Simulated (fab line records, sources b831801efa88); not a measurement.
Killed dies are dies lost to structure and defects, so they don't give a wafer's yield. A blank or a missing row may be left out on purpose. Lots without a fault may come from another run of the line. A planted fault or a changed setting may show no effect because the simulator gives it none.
Which tool did it? | flow sky130 | 7 lots, 21 wafers sampled, at 5 steps of a route of 708

WHAT THE GAUGES READ, wafer by wafer
SKY_METAL5_THK_MEAS_06: measures by xrf.
lot  | measured     | on            | METAL5_ALCU_THK (nm)
L472 | day 43 11:50 | film_metro-03 | 1140 1152 1141
L477 | day 44 12:48 | film_metro-03 | 1163 1148 1153
L478 | day 44 18:28 | film_metro-02 | 1169 1179 1166
L480 | day 45 11:41 | film_metro-02 | 1146 1131 1145
L483 | day 46 08:12 | film_metro-04 | 1161 1159 1147
L489 | day 47 17:25 | film_metro-02 | 1374 1368 1378
L491 | day 48 02:20 | film_metro-03 | 1330 1356 1344

WHICH TOOL RAN EACH LOT (tool, then ch and the chambers of the sampled wafers, then the start)
lot  | SKY_VIA3_STRIP_16                    | SKY_VIA3_CMP_24               | SKY_METAL5_SPUTTER_01        | SKY_METAL5_SPUTTER_04
L472 | plasma_asher-01 ch 0,1, day 40 07:47 | cmp-01 ch 1,2,3, day 40 08:47 | pvd_sputter-02, day 43 11:34 | pvd_sputter-02, day 43 11:40
L477 | plasma_asher-03 ch 0,1, day 41 09:48 | cmp-01 ch 1,2, day 41 10:51   | pvd_sputter-02, day 44 12:32 | pvd_sputter-02, day 44 12:37
L478 | plasma_asher-02 ch 0,1, day 41 16:58 | cmp-01 ch 0,3, day 41 17:53   | pvd_sputter-04, day 44 18:11 | pvd_sputter-04, day 44 18:17
L480 | plasma_asher-03 ch 0,1, day 42 09:41 | cmp-02 ch 0,1,3, day 42 10:46 | pvd_sputter-04, day 45 11:25 | pvd_sputter-04, day 45 11:31
L483 | plasma_asher-01 ch 0,1, day 43 09:52 | cmp-02 ch 0,2, day 43 10:48   | pvd_sputter-04, day 46 07:55 | pvd_sputter-04, day 46 08:01
L489 | plasma_asher-02 ch 0,1, day 44 21:56 | cmp-02 ch 1,2, day 44 22:55   | pvd_sputter-01, day 47 17:09 | pvd_sputter-01, day 47 17:14
L491 | plasma_asher-03 ch 0, day 45 08:11   | cmp-01 ch 0,1, day 45 09:08   | pvd_sputter-02, day 48 02:04 | pvd_sputter-02, day 48 02:10
- SKY_VIA3_STRIP_16: strips in O2/N2.
- SKY_VIA3_CMP_24: polishes, stops on SiO2, t overpolish 20 s, target thk 0 nm.
- SKY_METAL5_SPUTTER_01: material TiN, target thk 20 nm, time 16.7 s.
- SKY_METAL5_SPUTTER_04: material TiN, target thk 70 nm, time 58.3 s.

THE ANSWER, worked out from the rows above alone
Rule: what is usual is taken from the lots themselves. Put in order of their means at a reading, lots are off if they are a third of the lots or fewer, leave a main group of 4 or more, and stand apart from it by a gap of 3 or more times the standard deviation of the main group's means; of several such gaps the widest counts. A main group whose means are all the same, to the digits that the tables above print for the reading, isn't used. A lot without any number at a reading at which 4 lots or more have one is off too. The other lots that the step has rows for count as sound.
Off: L489, L491, at SKY_METAL5_THK_MEAS_06 (METAL5_ALCU_THK). The main group: mean 1153 nm, standard deviation 11.
A tool fits if, at a process step before that reading, it ran every lot that is off, and no sound lot after the first of them. The gauges at SKY_METAL5_THK_MEAS_06 are tried like those tools. None of those tried fits.

WHAT THE SIMULATOR HAD PUT IN
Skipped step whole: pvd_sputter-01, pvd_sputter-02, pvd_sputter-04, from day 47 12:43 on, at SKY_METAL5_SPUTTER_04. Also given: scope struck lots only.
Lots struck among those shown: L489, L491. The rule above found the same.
